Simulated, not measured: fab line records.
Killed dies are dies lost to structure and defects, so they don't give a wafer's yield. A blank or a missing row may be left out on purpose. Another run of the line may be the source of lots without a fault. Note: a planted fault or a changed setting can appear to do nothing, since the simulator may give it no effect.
fab line records -- flow sfq_line -- part 1 of 2: steps 1 to 25 of 34
[record] lots = 5, wafers = 15, last_day = 100
route steps=325 shown JJ@183 M5@198 A5B@209 R5@212
lots that met no fault: taken from a fault-free run of the same line
start_h: the number of hours between the record's first day and the start of the first shown wafer of the lot -- wait_h: hours elapsed since this lot's preceding step -- " identical to the entry in the row above -- L1.1+2: a row that stands for several wafers -- - no value, or no start was given -- * or withheld: withheld -- < > ~ a bound
route shown NAME@n: NAME is a module with steps in the file, n the number in the route of the first one -- usual: average and standard deviation across the fault-free wafers -- same: alike in all rows -- chamber/n: place in a boat -- sites: per-site readings -- _std_site: the standard deviation of these -- _edge_site: the outer-site mean with the inner-site mean subtracted -- radius_mm: for every site, how far away it sits from the centre of the wafer -- mask NAME#n: copy n -- behind: the last tool/chamber to shape the wafer -- hold: the reason the lot was held/the length of the hold in hours/how it ended -- device: the transistor (n, p or np) that didn't switch -- end of line: the same wafers' tests at the end of the route -- for a step that has no rows: nothing shown but its recipe -- killed: dies that structure and defects cost at the first sort, which is not the same as the wafer's yield -- map: shows each die of a wafer: x if killed, . if not, _ if none is there
set.NAME: the setting as run; set.NAME@STEP: as run at that earlier step -- model.NAME: the simulator's own value behind a step, which no gauge read
lots at selected steps of the route; one table per step, one row per wafer
services: when a tool's chamber went out of use (start_h, in hours from the record's first day, below 0 if earlier), for how many hours, and the reason
[[steps]]
[step SFQ_JJ_RS_MEAS_929]
[recipe] thk_meas_gauge = four-point-probe, reads = Nb_of_TRILAYER_JJ_TRILAYER_DEP_SPUTTER_112
[usual] JJ_NB_RS = 1.048/0.012
lot.wafer,tool,chamber,start_h,wait_h,JJ_NB_RS[ohm/sq]
L076.1,film_metro-03,-,1386.65,0.0,1.057
L076.3,film_metro-03,-,1386.65,0.0,1.066
L076.5,film_metro-03,-,1386.65,0.0,1.059
L077.1,film_metro-04,-,1393.37,0.0,1.040
L077.4,film_metro-04,-,1393.37,0.0,1.034
L077.5,film_metro-04,-,1393.37,0.0,1.032
L082.3,film_metro-03,-,1444.25,0.1,1.058
L082.5,film_metro-03,-,1444.25,0.1,1.045
L082.6,film_metro-03,-,1444.25,0.1,1.057
L089.1,film_metro-03,-,1579.21,0.0,1.035
L089.5,film_metro-03,-,1579.21,0.0,1.027
L089.6,film_metro-03,-,1579.21,0.0,1.030
L095.1,film_metro-01,-,1600.81,0.0,1.046
L095.5,film_metro-01,-,1600.81,0.0,1.051
L095.6,film_metro-01,-,1600.81,0.0,1.070
[step SFQ_TRILAYER_JJ_CE_LITHO_COAT_119]
[recipe] resist = BARC, spin_rpm = 3000, resist_thk_nm = 62
[usual] chill_plate_temp_C = 22.99/0.1
lot.wafer,tool,chamber,start_h,wait_h,chill_plate_temp_C
L076.1,litho_track-04,0,1386.83,0.1,23.00
L076.3,litho_track-04,0,1386.83,0.1,22.86
L076.5,litho_track-04,0,1386.83,0.1,23.08
L077.1,litho_track-02,0,1393.55,0.1,23.08
L077.4,litho_track-02,0,1393.55,0.1,23.12
L077.5,litho_track-02,0,1393.55,0.1,23.14
L082.3,litho_track-04,0,1444.49,0.1,23.07
L082.5,litho_track-04,0,1444.49,0.1,22.94
L082.6,litho_track-04,0,1444.49,0.1,23.13
L089.1,litho_track-03,0,1579.39,0.1,23.09
L089.5,litho_track-03,0,1579.39,0.1,22.92
L089.6,litho_track-03,0,1579.39,0.1,22.97
L095.1,litho_track-02,0,1601.05,0.1,23.16
L095.5,litho_track-02,0,1601.05,0.1,23.16
L095.6,litho_track-02,0,1601.05,0.1,23.04
[step SFQ_TRILAYER_JJ_CE_LITHO_COAT_114]
[recipe] resist = KrF, spin_rpm = 3000, resist_thk_nm = 600
[usual] chill_plate_temp_C = 22.99/0.11
lot.wafer,tool,chamber,start_h,wait_h,chill_plate_temp_C
L076.1,litho_track-04,0,1387.13,0.2,23.02
L076.3,litho_track-04,0,1387.13,0.2,23.10
L076.5,litho_track-04,0,1387.13,0.2,22.89
L077.1,litho_track-02,0,1393.85,0.2,22.69
L077.4,litho_track-02,0,1393.85,0.2,22.75
L077.5,litho_track-02,0,1393.85,0.2,22.87
L082.3,litho_track-04,0,1444.79,0.2,23.09
L082.5,litho_track-04,0,1444.79,0.2,23.07
L082.6,litho_track-04,0,1444.79,0.2,23.04
L089.1,litho_track-03,0,1579.69,0.2,22.90
L089.5,litho_track-03,0,1579.69,0.2,23.05
L089.6,litho_track-03,0,1579.69,0.2,22.84
L095.1,litho_track-02,0,1601.35,0.2,22.95
L095.5,litho_track-02,0,1601.35,0.2,23.03
L095.6,litho_track-02,0,1601.35,0.2,22.83
[step SFQ_TRILAYER_JJ_CE_LITHO_SOFTBAKE_118]
[recipe] temp_c = withheld, time_s = withheld, resist = KrF
[usual] chill_plate_temp_C = *
lot.wafer,tool,chamber,start_h,wait_h,chill_plate_temp_C
L076.1,litho_track-04,0,1387.43,0.2,*
L076.3,litho_track-04,0,1387.43,0.2,*
L076.5,litho_track-04,0,1387.43,0.2,*
L077.1,litho_track-02,0,1394.15,0.2,*
L077.4,litho_track-02,0,1394.15,0.2,*
L077.5,litho_track-02,0,1394.15,0.2,*
L082.3,litho_track-04,0,1445.04,0.2,*
L082.5,litho_track-04,0,1445.04,0.2,*
L082.6,litho_track-04,0,1445.04,0.2,*
L089.1,litho_track-03,0,1579.99,0.2,*
L089.5,litho_track-03,0,1579.99,0.2,*
L089.6,litho_track-03,0,1579.99,0.2,*
L095.1,litho_track-02,0,1601.65,0.2,*
L095.5,litho_track-02,0,1601.65,0.2,*
L095.6,litho_track-02,0,1601.65,0.2,*
[step SFQ_TRILAYER_JJ_CE_LITHO_EXPOSE_115]
[recipe] mask_id = J5, na = 0.6, source_shape = conventional, sigma_outer = 0.65, target_cd_nm = 700, dose_mj = 14.4
lot.wafer,tool,chamber,start_h,wait_h,mask
L076.1+3+5,krf_scanner-02,0,1505.82,-,J5#0
L077.1+4+5,krf_scanner-02,0,1513.02,-,J5#0
L082.3+5+6,krf_scanner-01,0,1547.15,-,J5#0
L089.1+5+6,krf_scanner-02,0,1580.14,-,J5#0
L095.1+5+6,krf_scanner-02,0,1605.79,-,J5#0
[step SFQ_TRILAYER_JJ_CE_LITHO_PEB_117]
[recipe] peb_temp_c = 115, peb_time_s = 60, resist = KrF
[usual] chill_plate_temp_C = 22.98/0.11
[same] peb_time_s = 60
lot.wafer,tool,chamber,start_h,wait_h,chill_plate_temp_C
L076.1,litho_track-03,0,1507.02,1.0,22.98
L076.3,litho_track-03,0,1507.02,1.0,22.96
L076.5,litho_track-03,0,1507.02,1.0,23.02
L077.1,litho_track-04,0,1514.22,1.0,23.16
L077.4,litho_track-04,0,1514.22,1.0,23.06
L077.5,litho_track-04,0,1514.22,1.0,23.00
L082.3,litho_track-03,0,1548.00,0.7,23.06
L082.5,litho_track-03,0,1548.00,0.7,22.98
L082.6,litho_track-03,0,1548.00,0.7,23.05
L089.1,litho_track-02,0,1581.34,1.0,22.84
L089.5,litho_track-02,0,1581.34,1.0,22.95
L089.6,litho_track-02,0,1581.34,1.0,22.94
L095.1,litho_track-04,0,1606.99,1.0,22.85
L095.5,litho_track-04,0,1606.99,1.0,22.81
L095.6,litho_track-04,0,1606.99,1.0,22.88
[step SFQ_TRILAYER_JJ_CE_LITHO_DEVELOP_116]
[recipe] time_s = 60, resist = KrF
[usual] chill_plate_temp_C = 22.99/0.1
lot.wafer,tool,chamber,start_h,wait_h,chill_plate_temp_C
L076.1,litho_track-03,0,1507.17,0.1,23.05
L076.3,litho_track-03,0,1507.17,0.1,22.85
L076.5,litho_track-03,0,1507.17,0.1,22.92
L077.1,litho_track-04,0,1514.37,0.1,23.05
L077.4,litho_track-04,0,1514.37,0.1,22.91
L077.5,litho_track-04,0,1514.37,0.1,22.99
L082.3,litho_track-03,0,1548.15,0.1,22.85
L082.5,litho_track-03,0,1548.15,0.1,22.82
L082.6,litho_track-03,0,1548.15,0.1,22.98
L089.1,litho_track-02,0,1581.49,0.1,23.04
L089.5,litho_track-02,0,1581.49,0.1,23.03
L089.6,litho_track-02,0,1581.49,0.1,22.85
L095.1,litho_track-04,0,1607.14,0.1,23.12
L095.5,litho_track-04,0,1607.14,0.1,23.09
L095.6,litho_track-04,0,1607.14,0.1,22.95
[step SFQ_JJ_OVL_MEAS_931]
[usual] J5_OVL = 0/6.5
lot.wafer,tool,chamber,start_h,wait_h,J5_OVL[nm]
L076.1,overlay-01,-,1507.32,0.1,-2
L076.3,overlay-01,-,1507.32,0.1,-5
L076.5,overlay-01,-,1507.32,0.1,1
L077.1,overlay-02,-,1514.52,0.1,-5
L077.4,overlay-02,-,1514.52,0.1,-13
L077.5,overlay-02,-,1514.52,0.1,-13
L082.3,overlay-01,-,1548.26,0.1,6
L082.5,overlay-01,-,1548.26,0.1,1
L082.6,overlay-01,-,1548.26,0.1,1
L089.1,overlay-01,-,1581.64,0.1,2
L089.5,overlay-01,-,1581.64,0.1,-1
L089.6,overlay-01,-,1581.64,0.1,4
L095.1,overlay-01,-,1607.29,0.1,-10
L095.5,overlay-01,-,1607.29,0.1,0
L095.6,overlay-01,-,1607.29,0.1,-1
[step SFQ_TRILAYER_JJ_CE_METRO_MEASURE_117]
[usual] cd_nm = 700.0/1.1
lot.wafer,tool,chamber,start_h,wait_h,cd_nm
L076.1,cd_sem-01,-,1507.36,0.0,699.4
L076.3,cd_sem-01,-,1507.36,0.0,700.6
L076.5,cd_sem-01,-,1507.36,0.0,700.2
L077.1,cd_sem-02,-,1514.56,0.0,700.0
L077.4,cd_sem-02,-,1514.56,0.0,699.2
L077.5,cd_sem-02,-,1514.56,0.0,701.4
L082.3,cd_sem-01,-,1548.68,0.4,699.5
L082.5,cd_sem-01,-,1548.68,0.4,699.3
L082.6,cd_sem-01,-,1548.68,0.4,700.1
L089.1,cd_sem-02,-,1581.68,0.0,700.1
L089.5,cd_sem-02,-,1581.68,0.0,699.4
L089.6,cd_sem-02,-,1581.68,0.0,699.8
L095.1,cd_sem-02,-,1607.33,0.0,698.0
L095.5,cd_sem-02,-,1607.33,0.0,699.1
L095.6,cd_sem-02,-,1607.33,0.0,698.4
[step SFQ_TRILAYER_JJ_CE_BARC_OPEN_RIE_150]
[recipe] mask_material = PR, chemistry = O2, target_depth_nm = 240, target = BARC, icp_w = 600, bias_w = 80, pressure_mtorr = 10, time_s = 80
[usual] bias_w = 80.00/0.23, drypump_motor_current_A = 6.0/0.45, oes_product_au = 0.538/0.0048
lot.wafer,tool,chamber,start_h,wait_h,bias_w,drypump_motor_current_A,oes_product_au,rf_hours_counter_h
L076.1,rie_metal-04,1,1508.56,1.0,80.11,6.1,0.543,26
L076.3,rie_metal-04,0,1508.56,1.0,79.78,6.7,0.541,-
L076.5,rie_metal-04,0,1508.56,1.0,79.94,6.7,0.535,-
L077.1,rie_metal-04,1,1515.76,1.0,79.78,6.1,0.541,26
L077.4,rie_metal-04,0,1515.76,1.0,79.98,6.7,0.546,-
L077.5,rie_metal-04,1,1515.76,1.0,80.13,6.1,0.535,-
L082.3,rie_metal-04,1,1549.51,0.6,79.96,6.1,0.538,-
L082.5,rie_metal-04,0,1549.51,0.6,79.91,6.7,0.534,-
L082.6,rie_metal-04,1,1549.51,0.6,80.05,6.1,0.548,-
L089.1,rie_metal-03,0,1582.88,1.0,80.63,6.0,0.543,55
L089.5,rie_metal-03,1,1582.88,1.0,79.49,5.2,0.527,-
L089.6,rie_metal-03,0,1582.88,1.0,80.55,6.0,0.531,-
L095.1,rie_metal-02,1,1608.53,1.0,80.12,6.3,0.538,10
L095.5,rie_metal-02,0,1608.53,1.0,80.09,5.6,0.534,-
L095.6,rie_metal-02,1,1608.53,1.0,80.19,6.4,0.536,-
[step SFQ_TRILAYER_JJ_CE_ETCH_RIE_118]
[recipe] target = Nb, stop_on = Al2O3, mask_material = PR, taper_deg = 13.257, over_etch_frac = 0.15, time_s = 97.7, chemistry = SF6, target_depth_nm = 170, icp_w = 600, bias_w = 80, pressure_mtorr = 10
[usual] bias_w = 79.98/0.26, drypump_motor_current_A = 6.0/0.45, oes_product_au = 0.989/0.009
lot.wafer,tool,chamber,start_h,wait_h,bias_w,drypump_motor_current_A,oes_product_au,rf_hours_counter_h
L076.1,rie_metal-04,1,1508.65,0.1,79.81,6.1,0.995,26
L076.3,rie_metal-04,0,1508.65,0.1,80.48,6.7,0.984,-
L076.5,rie_metal-04,0,1508.65,0.1,80.19,6.7,0.989,-
L077.1,rie_metal-04,1,1515.85,0.1,80.14,6.1,1.003,26
L077.4,rie_metal-04,0,1515.85,0.1,80.65,6.7,0.997,-
L077.5,rie_metal-04,1,1515.85,0.1,80.32,6.1,1.001,-
L082.3,rie_metal-04,1,1549.61,0.1,80.30,6.1,0.986,-
L082.5,rie_metal-04,0,1549.61,0.1,80.06,6.7,0.999,-
L082.6,rie_metal-04,1,1549.61,0.1,80.57,6.1,0.988,-
L089.1,rie_metal-03,0,1582.97,0.1,80.15,6.0,1.004,55
L089.5,rie_metal-03,1,1582.97,0.1,80.02,5.3,0.979,-
L089.6,rie_metal-03,0,1582.97,0.1,80.21,6.0,1.000,-
L095.1,rie_metal-02,1,1608.62,0.1,79.72,6.4,0.999,10
L095.5,rie_metal-02,0,1608.62,0.1,80.11,5.6,0.992,-
L095.6,rie_metal-02,1,1608.62,0.1,80.02,6.4,0.988,-
[step SFQ_TRILAYER_JJ_ANODIZE_ANODIZE_119]
[recipe] current_density_ma_cm2 = withheld, end_current_density_ma_cm2 = withheld, bath_temp_c = withheld
lot.wafer,tool,chamber,start_h,wait_h
L076.1+3+5,wet_bench-05,"2,6,5",1508.76,0.1
L077.1+4+5,wet_bench-06,"1,6,2",1515.96,0.1
L082.3+5+6,wet_bench-05,"3,2,0",1549.68,0.0
L089.1+5+6,wet_bench-06,"0,3,1",1583.08,0.1
L095.1+5+6,wet_bench-06,"5,4,2",1608.73,0.1
[step SFQ_TRILAYER_JJ_CE_STRIP_STRIP_120]
[recipe] gas = O2, power_w = 200, platen_temp_c = 40, overash_fraction = 0.65, chemistry = O2, pressure_mtorr = 50
[usual] drypump_motor_current_A = 6.0/0.43, oes_product_au = 1.006/0.012
lot.wafer,tool,chamber,start_h,wait_h,drypump_motor_current_A,oes_product_au,rf_hours_counter_h
L076.1,rie_metal-03,1,1509.26,0.0,5.3,0.978,58
L076.3,rie_metal-03,1,1509.26,0.0,5.3,0.980,-
L076.5,rie_metal-03,1,1509.26,0.0,5.3,0.988,-
L077.1,rie_metal-02,1,1516.46,0.0,6.4,1.013,124
L077.4,rie_metal-02,1,1516.46,0.0,6.3,1.020,-
L077.5,rie_metal-02,1,1516.46,0.0,6.3,1.025,-
L082.3,rie_metal-04,0,1550.38,0.2,6.7,1.016,-
L082.5,rie_metal-04,0,1550.38,0.2,6.7,1.010,-
L082.6,rie_metal-04,1,1550.38,0.2,6.1,1.012,-
L089.1,rie_metal-04,1,1583.62,0.0,6.1,1.016,41
L089.5,rie_metal-04,1,1583.62,0.0,6.1,1.009,-
L089.6,rie_metal-04,0,1583.62,0.0,6.7,1.004,-
L095.1,rie_metal-02,0,1609.23,0.0,5.6,1.012,106
L095.5,rie_metal-02,1,1609.23,0.0,6.3,1.010,-
L095.6,rie_metal-02,0,1609.23,0.0,5.6,1.015,-
[step SFQ_TRILAYER_JJ_CE_STRIP_SOLV_CLEAN_121]
[recipe] chemistry = NMP, temp_c = 70, time_s = 600
lot.wafer,tool,chamber,start_h,wait_h
L076.1+3+5,wet_bench-01,"2,3,4",1509.86,0.4
L077.1+4+5,wet_bench-03,"7,1,0",1517.06,0.4
L082.3+5+6,wet_bench-03,"0,3,7",1550.78,0.2
L089.1+5+6,wet_bench-02,"5,1,6",1584.22,0.4
L095.1+5+6,wet_bench-03,"7,1,6",1609.83,0.4
[step SFQ_TRILAYER_M5_LITHO_COAT_128]
[recipe] resist = BARC, spin_rpm = 3000, resist_thk_nm = 62
[usual] chill_plate_temp_C = 23.02/0.092
lot.wafer,tool,chamber,start_h,wait_h,chill_plate_temp_C
L076.1,litho_track-01,0,1510.03,0.0,23.13
L076.3,litho_track-01,0,1510.03,0.0,22.97
L076.5,litho_track-01,0,1510.03,0.0,23.09
L077.1,litho_track-01,0,1517.23,0.0,22.97
L077.4,litho_track-01,0,1517.23,0.0,22.89
L077.5,litho_track-01,0,1517.23,0.0,23.12
L082.3,litho_track-03,0,1551.06,0.1,23.04
L082.5,litho_track-03,0,1551.06,0.1,23.01
L082.6,litho_track-03,0,1551.06,0.1,23.08
L089.1,litho_track-01,0,1584.41,0.0,23.07
L089.5,litho_track-01,0,1584.41,0.0,22.99
L089.6,litho_track-01,0,1584.41,0.0,22.96
L095.1,litho_track-03,0,1610.00,0.0,22.97
L095.5,litho_track-03,0,1610.00,0.0,22.92
L095.6,litho_track-03,0,1610.00,0.0,22.97
[step SFQ_TRILAYER_M5_LITHO_COAT_123]
[recipe] resist = KrF, spin_rpm = 3000, resist_thk_nm = 600
[usual] chill_plate_temp_C = 23.01/0.11
lot.wafer,tool,chamber,start_h,wait_h,chill_plate_temp_C
L076.1,litho_track-01,0,1510.33,0.2,22.93
L076.3,litho_track-01,0,1510.33,0.2,23.14
L076.5,litho_track-01,0,1510.33,0.2,22.99
L077.1,litho_track-01,0,1517.53,0.2,22.76
L077.4,litho_track-01,0,1517.53,0.2,22.95
L077.5,litho_track-01,0,1517.53,0.2,22.92
L082.3,litho_track-03,0,1551.36,0.2,23.27
L082.5,litho_track-03,0,1551.36,0.2,23.26
L082.6,litho_track-03,0,1551.36,0.2,23.37
L089.1,litho_track-01,0,1584.71,0.2,23.01
L089.5,litho_track-01,0,1584.71,0.2,22.78
L089.6,litho_track-01,0,1584.71,0.2,22.92
L095.1,litho_track-03,0,1610.30,0.2,23.01
L095.5,litho_track-03,0,1610.30,0.2,23.06
L095.6,litho_track-03,0,1610.30,0.2,22.90
[step SFQ_TRILAYER_M5_LITHO_SOFTBAKE_127]
[recipe] temp_c = withheld, time_s = withheld, resist = KrF
[usual] chill_plate_temp_C = *
lot.wafer,tool,chamber,start_h,wait_h,chill_plate_temp_C
L076.1,litho_track-01,0,1510.63,0.2,*
L076.3,litho_track-01,0,1510.63,0.2,*
L076.5,litho_track-01,0,1510.63,0.2,*
L077.1,litho_track-01,0,1517.83,0.2,*
L077.4,litho_track-01,0,1517.83,0.2,*
L077.5,litho_track-01,0,1517.83,0.2,*
L082.3,litho_track-03,0,1551.61,0.2,*
L082.5,litho_track-03,0,1551.61,0.2,*
L082.6,litho_track-03,0,1551.61,0.2,*
L089.1,litho_track-01,0,1585.01,0.2,*
L089.5,litho_track-01,0,1585.01,0.2,*
L089.6,litho_track-01,0,1585.01,0.2,*
L095.1,litho_track-03,0,1610.60,0.2,*
L095.5,litho_track-03,0,1610.60,0.2,*
L095.6,litho_track-03,0,1610.60,0.2,*
[step SFQ_TRILAYER_M5_LITHO_EXPOSE_124]
[recipe] mask_id = M5, na = 0.6, source_shape = conventional, sigma_outer = 0.65, target_cd_nm = 700, dose_mj = 14.4
lot.wafer,tool,chamber,start_h,wait_h,mask
L076.1+3+5,krf_scanner-01,0,1510.78,-,M5#0
L077.1+4+5,krf_scanner-01,0,1517.98,-,M5#0
L082.3+5+6,krf_scanner-01,0,1634.10,-,M5#0
L089.1+5+6,krf_scanner-02,0,1677.75,-,M5#0
L095.1+5+6,krf_scanner-01,0,1703.07,-,M5#0
[step SFQ_TRILAYER_M5_LITHO_PEB_126]
[recipe] peb_temp_c = 115, peb_time_s = 60, resist = KrF
[usual] chill_plate_temp_C = 23.01/0.1
[same] peb_time_s = 60
lot.wafer,tool,chamber,start_h,wait_h,chill_plate_temp_C
L076.1,litho_track-04,0,1511.98,1.0,23.11
L076.3,litho_track-04,0,1511.98,1.0,23.11
L076.5,litho_track-04,0,1511.98,1.0,23.04
L077.1,litho_track-01,0,1519.18,1.0,23.00
L077.4,litho_track-01,0,1519.18,1.0,22.96
L077.5,litho_track-01,0,1519.18,1.0,22.80
L082.3,litho_track-04,0,1634.95,0.7,23.20
L082.5,litho_track-04,0,1634.95,0.7,23.15
L082.6,litho_track-04,0,1634.95,0.7,23.23
L089.1,litho_track-01,0,1678.95,1.0,22.93
L089.5,litho_track-01,0,1678.95,1.0,22.99
L089.6,litho_track-01,0,1678.95,1.0,22.91
L095.1,litho_track-01,0,1704.27,1.0,22.97
L095.5,litho_track-01,0,1704.27,1.0,22.98
L095.6,litho_track-01,0,1704.27,1.0,22.99
[step SFQ_TRILAYER_M5_LITHO_DEVELOP_125]
[recipe] time_s = 60, resist = KrF
[usual] chill_plate_temp_C = 22.97/0.1
lot.wafer,tool,chamber,start_h,wait_h,chill_plate_temp_C
L076.1,litho_track-04,0,1512.13,0.1,22.88
L076.3,litho_track-04,0,1512.13,0.1,22.84
L076.5,litho_track-04,0,1512.13,0.1,22.91
L077.1,litho_track-01,0,1519.33,0.1,22.94
L077.4,litho_track-01,0,1519.33,0.1,22.96
L077.5,litho_track-01,0,1519.33,0.1,23.03
L082.3,litho_track-04,0,1635.10,0.1,23.05
L082.5,litho_track-04,0,1635.10,0.1,23.16
L082.6,litho_track-04,0,1635.10,0.1,23.10
L089.1,litho_track-01,0,1679.10,0.1,22.98
L089.5,litho_track-01,0,1679.10,0.1,22.93
L089.6,litho_track-01,0,1679.10,0.1,22.92
L095.1,litho_track-01,0,1704.42,0.1,22.83
L095.5,litho_track-01,0,1704.42,0.1,22.95
L095.6,litho_track-01,0,1704.42,0.1,22.96
[step SFQ_M5_OVL_MEAS_932]
[usual] M5_OVL = -1/5.1
lot.wafer,tool,chamber,start_h,wait_h,M5_OVL[nm]
L076.1,overlay-02,-,1512.28,0.1,-3
L076.3,overlay-02,-,1512.28,0.1,1
L076.5,overlay-02,-,1512.28,0.1,-2
L077.1,overlay-01,-,1519.48,0.1,4
L077.4,overlay-01,-,1519.48,0.1,-3
L077.5,overlay-01,-,1519.48,0.1,3
L082.3,overlay-01,-,1635.21,0.1,-4
L082.5,overlay-01,-,1635.21,0.1,-5
L082.6,overlay-01,-,1635.21,0.1,-1
L089.1,overlay-01,-,1679.25,0.1,-3
L089.5,overlay-01,-,1679.25,0.1,-1
L089.6,overlay-01,-,1679.25,0.1,1
L095.1,overlay-02,-,1704.57,0.1,-3
L095.5,overlay-02,-,1704.57,0.1,4
L095.6,overlay-02,-,1704.57,0.1,0
[step SFQ_TRILAYER_M5_BARC_OPEN_METAL_ETCH_161]
[recipe] mask_material = PR, chemistry = O2, target_depth_nm = 125, target = BARC, icp_w = 600, bias_w = 80, pressure_mtorr = 10, time_s = 41.7
[usual] bias_w = 80.02/0.24, drypump_motor_current_A = 6.0/0.38, oes_product_au = 0.685/0.0045
lot.wafer,tool,chamber,start_h,wait_h,bias_w,drypump_motor_current_A,oes_product_au,rf_hours_counter_h
L076.1,rie_metal-02,0,1512.32,0.0,80.16,5.6,0.682,85
L076.3,rie_metal-02,0,1512.32,0.0,79.84,5.6,0.688,-
L076.5,rie_metal-02,0,1512.32,0.0,80.15,5.6,0.684,-
L077.1,rie_metal-01,0,1519.52,0.0,80.25,5.8,0.687,34
L077.4,rie_metal-01,0,1519.52,0.0,80.20,5.8,0.683,-
L077.5,rie_metal-01,0,1519.52,0.0,80.13,5.8,0.682,-
L082.3,rie_metal-02,0,1635.25,0.0,79.97,5.6,0.687,-
L082.5,rie_metal-02,0,1635.25,0.0,79.83,5.6,0.684,-
L082.6,rie_metal-02,1,1635.25,0.0,80.33,6.3,0.690,-
L089.1,rie_metal-01,1,1679.28,0.0,80.46,5.5,0.694,22
L089.5,rie_metal-01,1,1679.28,0.0,80.12,5.5,0.693,-
L089.6,rie_metal-01,0,1679.28,0.0,80.27,5.8,0.691,-
L095.1,rie_metal-02,0,1704.61,0.0,80.05,5.6,0.686,120
L095.5,rie_metal-02,1,1704.61,0.0,79.98,6.3,0.673,-
L095.6,rie_metal-02,0,1704.61,0.0,79.77,5.6,0.686,-
[step SFQ_TRILAYER_M5_ETCH_METAL_ETCH_126]
[recipe] target = Nb, stop_on = SiO2, mask_material = PR, over_etch_frac = 0.15, time_s = 203.2, chemistry = Cl2/BCl3, target_depth_nm = 265, icp_w = 600, bias_w = 80, pressure_mtorr = 10
[usual] bias_w = 79.98/0.22, drypump_motor_current_A = 6.0/0.38, oes_product_au = 0.727/0.0048
lot.wafer,tool,chamber,start_h,wait_h,bias_w,drypump_motor_current_A,oes_product_au,rf_hours_counter_h
L076.1,rie_metal-02,0,1512.38,0.0,80.04,5.6,0.724,85
L076.3,rie_metal-02,0,1512.38,0.0,80.37,5.6,0.725,-
L076.5,rie_metal-02,0,1512.38,0.0,80.19,5.6,0.727,-
L077.1,rie_metal-01,0,1519.64,0.1,79.53,5.8,0.725,34
L077.4,rie_metal-01,0,1519.64,0.1,80.38,5.9,0.727,-
L077.5,rie_metal-01,0,1519.64,0.1,79.71,5.9,0.718,-
L082.3,rie_metal-02,0,1635.36,0.1,79.56,5.6,0.728,-
L082.5,rie_metal-02,0,1635.36,0.1,79.85,5.6,0.725,-
L082.6,rie_metal-02,1,1635.36,0.1,79.81,6.3,0.727,-
L089.1,rie_metal-01,1,1679.34,0.0,80.27,5.5,0.738,22
L089.5,rie_metal-01,1,1679.34,0.0,80.03,5.5,0.724,-
L089.6,rie_metal-01,0,1679.34,0.0,80.06,5.8,0.725,-
L095.1,rie_metal-02,0,1704.67,0.0,80.11,5.6,0.731,120
L095.5,rie_metal-02,1,1704.67,0.0,79.81,6.3,0.726,-
L095.6,rie_metal-02,0,1704.67,0.0,80.00,5.6,0.729,-
[step SFQ_TRILAYER_M5_STRIP_STRIP_127]
[recipe] gas = O2, power_w = 200, platen_temp_c = 40, overash_fraction = 0.65, chemistry = O2, pressure_mtorr = 50
[usual] drypump_motor_current_A = 6.0/0.38, oes_product_au = 1.008/0.0091
lot.wafer,tool,chamber,start_h,wait_h,drypump_motor_current_A,oes_product_au,rf_hours_counter_h
L076.1,rie_metal-02,0,1512.57,0.1,5.6,1.019,85
L076.3,rie_metal-02,0,1512.57,0.1,5.6,1.014,-
L076.5,rie_metal-02,0,1512.57,0.1,5.6,1.015,-
L077.1,rie_metal-01,0,1520.02,0.3,5.8,1.004,34
L077.4,rie_metal-01,0,1520.02,0.3,5.8,0.988,-
L077.5,rie_metal-01,0,1520.02,0.3,5.8,1.007,-
L082.3,rie_metal-02,0,1635.69,0.3,5.6,1.013,-
L082.5,rie_metal-02,0,1635.69,0.3,5.6,1.015,-
L082.6,rie_metal-02,1,1635.69,0.3,6.4,1.019,-
L089.1,rie_metal-01,1,1679.54,0.1,5.5,0.988,22
L089.5,rie_metal-01,1,1679.54,0.1,5.4,0.997,-
L089.6,rie_metal-01,0,1679.54,0.1,5.8,1.001,-
L095.1,rie_metal-02,0,1704.86,0.1,5.6,1.021,120
L095.5,rie_metal-02,1,1704.86,0.1,6.3,1.010,-
L095.6,rie_metal-02,0,1704.86,0.1,5.6,1.004,-
[step SFQ_TRILAYER_M5_STRIP_SOLV_CLEAN_128]
[recipe] chemistry = NMP, temp_c = 70, time_s = 600
lot.wafer,tool,chamber,start_h,wait_h
L076.1+3+5,wet_bench-02,"5,1,4",1513.17,0.4
L077.1+4+5,wet_bench-04,"4,0,1",1521.22,1.0
L082.3+5+6,wet_bench-03,"3,5,6",1636.09,0.2
L089.1+5+6,wet_bench-03,"0,3,4",1680.14,0.4
L095.1+5+6,wet_bench-04,"3,4,7",1705.46,0.4
